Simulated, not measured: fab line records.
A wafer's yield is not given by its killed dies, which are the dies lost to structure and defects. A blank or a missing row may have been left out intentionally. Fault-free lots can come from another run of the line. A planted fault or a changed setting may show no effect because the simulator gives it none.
One fault seen from 2 desks / flow gf180mcu / what lay behind the numbers comes last; until then each desk has only its own

== FROM THE METROLOGY DESK ==
What the gauges read for every lot (on any tool): the sampled wafers with a number, averaged. A lot is out of limits, marked OUT, if its mean lies more than 4 standard deviations from the usual mean; the brackets give that distance.
Columns: A = STI_CVD_03_THK at GF_STI_THK_MEAS_04, usual 207.3 nm; B = HV_LDD_CVD_56_THK at GF_HV_LDD_THK_MEAS_57, usual 90.4 nm; C = cd_nm at GF_V1_CD_MEAS_14, usual 260.1 nm
lot=L681; first seen here=day 1 14:48; A=210.5; B=91.6; C=259.5
lot=L683; first seen here=day 1 23:34; A=207.6; B=89.3; C=261.1
lot=L684; first seen here=day 2 04:49; A=205.9; B=91.6; C=259.9
lot=L687; first seen here=day 2 19:34; A=206.9; B=90.3; C=258.6
lot=L688; first seen here=day 3 00:34; A=206.4; B=90.4; C=262.0
lot=L692; first seen here=day 3 22:15; A=207.7; B=89.4; C=261.1
lot=L693; first seen here=day 4 01:34; A=207.1; B=82.2 (-11) OUT; C=259.3
lot=L695; first seen here=day 4 14:46; A=207.8; B=81.6 (-12) OUT; C=260.4
lot=L697; first seen here=day 5 00:46; A=212.5; B=90.6; C=258.1
lot=L700; first seen here=day 5 12:35; A=208.7; B=90.8; C=260.6
lot=L702; first seen here=day 6 00:48; A=205.7; B=90.6; C=258.8
lot=L704; first seen here=day 6 09:55; A=205.2; B=91.1; C=259.5
Per this desk, out of limits: L693, L695; the first was L693, day 16 18:53 (HV_LDD_CVD_56_THK at GF_HV_LDD_THK_MEAS_57). L681, L683, L684, L687, L688, L692, L697, L700, L702, L704: within limits.

== THE TOOL OWNER'S DESK: lpcvd-01 ==
The tool's own readings at GF_HV_LDD_CVD_56 (deposits Si3N4 from DCS/NH3, target thk 90 nm, time 1543 s): means of the sampled wafers that have a number, for each lot that ran on this tool. A lot is out of limits, marked OUT, if its mean lies more than 4 standard deviations from the usual mean; the brackets give that distance.
Columns: A = pressure_mtorr at GF_HV_LDD_CVD_56, usual 249.9 mTorr; B = spike_tc_centre_C at GF_HV_LDD_CVD_56, usual 771.1 C; C = susceptor_temp_C at GF_HV_LDD_CVD_56, usual 770.05 C
lot=L687; first seen here=day 14 07:25; A=250.4; B=772.6; C=769.97
lot=L688; first seen here=day 14 20:17; A=250.5; B=772.1; C=770.30
lot=L692; first seen here=day 16 12:50; A=250.2; B=771.2; C=769.86
lot=L693; first seen here=day 16 17:26; A=250.0; B=771.7; C=-
lot=L695; first seen here=day 17 03:56; A=249.5; B=771.1; C=-
lot=L702; first seen here=day 19 21:52; A=249.3; B=771.1; C=770.19
This desk's verdict: no lot among the 6 shows anything out of limits.

== ALL TOGETHER ==
An alarm was possible from the metrology desk at day 16 18:53, on L693, L695.
The tool owner's desk saw nothing out of limits.
The tool owner's desk has L693, L695 on record, within its limits.
Of the lots named, all ran GF_HV_LDD_CVD_56 on lpcvd-01.

== WHAT WAS PUT IN BY THE SIMULATOR ==
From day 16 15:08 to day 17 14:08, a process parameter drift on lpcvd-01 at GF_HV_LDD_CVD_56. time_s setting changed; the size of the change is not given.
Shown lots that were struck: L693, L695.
Delay in hours, fault start to first out-of-limits reading, per desk: metrology desk 4.
